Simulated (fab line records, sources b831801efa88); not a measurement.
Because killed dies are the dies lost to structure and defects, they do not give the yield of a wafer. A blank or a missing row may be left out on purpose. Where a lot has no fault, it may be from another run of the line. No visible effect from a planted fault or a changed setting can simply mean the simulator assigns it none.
Which tool is to blame?	flow sky130	Sampling: 10 lots, 30 wafers, 4 of 708 route steps

WHAT THE GAUGES READ, wafer by wafer
SKY_LOCAL_INTERCONNECT_THK_MEAS_02: measures by xrf. Usual: LOCAL_INTERCONNECT_TIN_THK gives 99.5 nm (standard deviation 1.7).
lot	measured	on	LOCAL_INTERCONNECT_TIN_THK (nm)	flag
L864	day 29 19:07	film metro-01	98.9 100.0 99.9	
L867	day 30 13:17	film metro-03	97.3 98.8 98.9	
L866	day 30 16:26	film metro-01	99.1 98.9 99.1	
L868	day 30 19:41	film metro-04	100.1 100.8 99.7	
L877	day 33 13:55	film metro-04	102.4 101.1 99.4	
L881	day 34 19:29	film metro-03	97.9 97.5 97.4	
L884	day 35 17:54	film metro-04	99.4 99.4 98.9	
L885	day 36 06:34	film metro-03	97.2 98.3 96.7	
L886	day 36 09:27	film metro-04	102.0 99.5 97.7	
L887	day 36 13:56	film metro-04	98.9 97.7 101.8	

SKY_METAL1_RS_MEAS_05: measurement is done with a four-point probe. Usual: METAL1_ALCU_RS gives 0.1274 ohm/sq (standard deviation 0.002).
lot	measured	on	METAL1_ALCU_RS (ohm/sq)	flag
L864	day 32 05:41	film metro-01	0.1273 0.1291 0.1274	
L867	day 32 23:42	film metro-01	0.1310 0.1294 0.1318	
L866	day 33 02:30	film metro-03	0.1265 0.1284 0.1281 0.1265 0.1283 0.1281	
L868	day 33 06:05	film metro-03	0.1263 0.1254 0.1262 0.1264 0.1253 0.1263	
L877	day 35 20:12	film metro-02	0.1261 0.1283 0.1289	
L881	day 37 02:22	film metro-03	0.1300 0.1266 0.1259	
L884	day 38 01:28	film metro-01	0.1277 0.1273 0.1258	
L885	day 38 13:12	film metro-01	0.1250 0.1267 0.1267	
L886	day 38 16:10	film metro-02	0.1291 0.1252 0.1262	
L887	day 38 20:19	film metro-02	0.1254 0.1283 0.1259	

WHAT TOOL EACH LOT RAN ON (gives the tool, then ch and the chambers of the sampled wafers, and finally the start)
lot	SKY_LOCAL_INTERCONNECT_ETCH_13	SKY_METAL1_SPUTTER_00
L864	rie metal-03 ch 0,1, day 30 23:01	pvd sputter-03, day 32 05:32
L867	rie metal-01 ch 0,1, day 31 17:07	pvd sputter-01, day 32 23:32
L866	rie metal-03 ch 0, day 31 20:01	pvd sputter-03, day 33 02:20
L868	rie metal-02 ch 0,1, day 31 23:40	pvd sputter-03, day 33 05:57
L877	rie metal-01 ch 0,1, day 34 15:52	pvd sputter-01, day 35 20:02
L881	rie metal-03 ch 0,1, day 35 21:41	pvd sputter-01, day 37 02:12
L884	rie metal-02 ch 0,1, day 36 20:40	pvd sputter-03, day 38 01:18
L885	rie metal-01 ch 0,1, day 37 08:49	pvd sputter-03, day 38 13:01
L886	rie metal-01 ch 0,1, day 37 11:28	pvd sputter-02, day 38 16:01
L887	rie metal-03 ch 0,1, day 37 16:08	pvd sputter-03, day 38 20:09
- SKY_LOCAL_INTERCONNECT_ETCH_13: etches BARC in N2/H2, stops on SiO2, time 45.9 s, target depth 60 nm.
- SKY_METAL1_SPUTTER_00: material Ti, target thk 15 nm, time 10 s.

AS READ BY THE TOOLS THEMSELVES (means over the sampled wafers that have a number; for cases with no such wafer, the mark the record gives instead)
SKY_LOCAL_INTERCONNECT_ETCH_13. Usual: drypump motor current A 5.7 A, standard deviation 0.35; oes product au 0.855 a.u., standard deviation 0.0048; throttle valve pct 13.225 %, standard deviation 0.009.
lot	tool	drypump motor current A (A)	oes product au (a.u.)	throttle valve pct (%)	flag
L864	rie metal-03	6.0	0.856	13.222	
L867	rie metal-01	5.5	0.856	13.226	
L866	rie metal-03	5.3	0.855	13.226	
L868	rie metal-02	5.8	0.862	13.212	
L877	rie metal-01	5.5	0.857	13.222	
L881	rie metal-03	6.0	0.859	13.220	
L884	rie metal-02	5.8	0.856	13.221	
L885	rie metal-01	5.3	0.852	13.229	
L886	rie metal-01	5.5	0.855	13.213	
L887	rie metal-03	6.0	0.856	13.234	

SKY_METAL1_SPUTTER_00. Usual: cathode dc power W 3000.0 W, standard deviation 0.56; chamber pressure pa 0.3999 Pa, standard deviation 0.00071; throttle valve pct 29.7 %, standard deviation 1.2.
lot	tool	cathode dc power W (W)	chamber pressure pa (Pa)	throttle valve pct (%)	flag
L864	pvd sputter-03	2999.6	0.3997	29.5	
L867	pvd sputter-01	3000.0	0.3997	28.8	
L866	pvd sputter-03	-	-	-	OFF
L868	pvd sputter-03	-	-	-	OFF
L877	pvd sputter-01	3000.4	0.4001	29.3	
L881	pvd sputter-01	3000.2	0.4001	30.8	
L884	pvd sputter-03	3000.4	0.3994	30.1	
L885	pvd sputter-03	3000.2	0.4000	30.0	
L886	pvd sputter-02	2999.8	0.4000	30.4	
L887	pvd sputter-03	3000.1	0.3998	29.4	

THE ANSWER, worked out from the rows above alone
Rule: lot off if the mean of its wafers having a number is beyond 3 standard deviations from the usual mean. Also off: a lot with no number at a reading for which 4 or more lots have one. The other lots that the step has rows for count as sound. After the gauges, taken in route order, come the tools' own readings; for these a lot's mean is taken, as printed above. At the first step where some lot is off, the reading lying furthest off is the one used; lots without a number count as furthest.
Off at SKY_METAL1_SPUTTER_00 (cathode dc power W): L866, L868. Without a number there: L866, L868.
If a tool, at that step or one of the process steps before it, ran each lot that is off and ran no sound lot following the first of them, it fits. None of those tried fits.

WHAT THE SIMULATOR PUT IN
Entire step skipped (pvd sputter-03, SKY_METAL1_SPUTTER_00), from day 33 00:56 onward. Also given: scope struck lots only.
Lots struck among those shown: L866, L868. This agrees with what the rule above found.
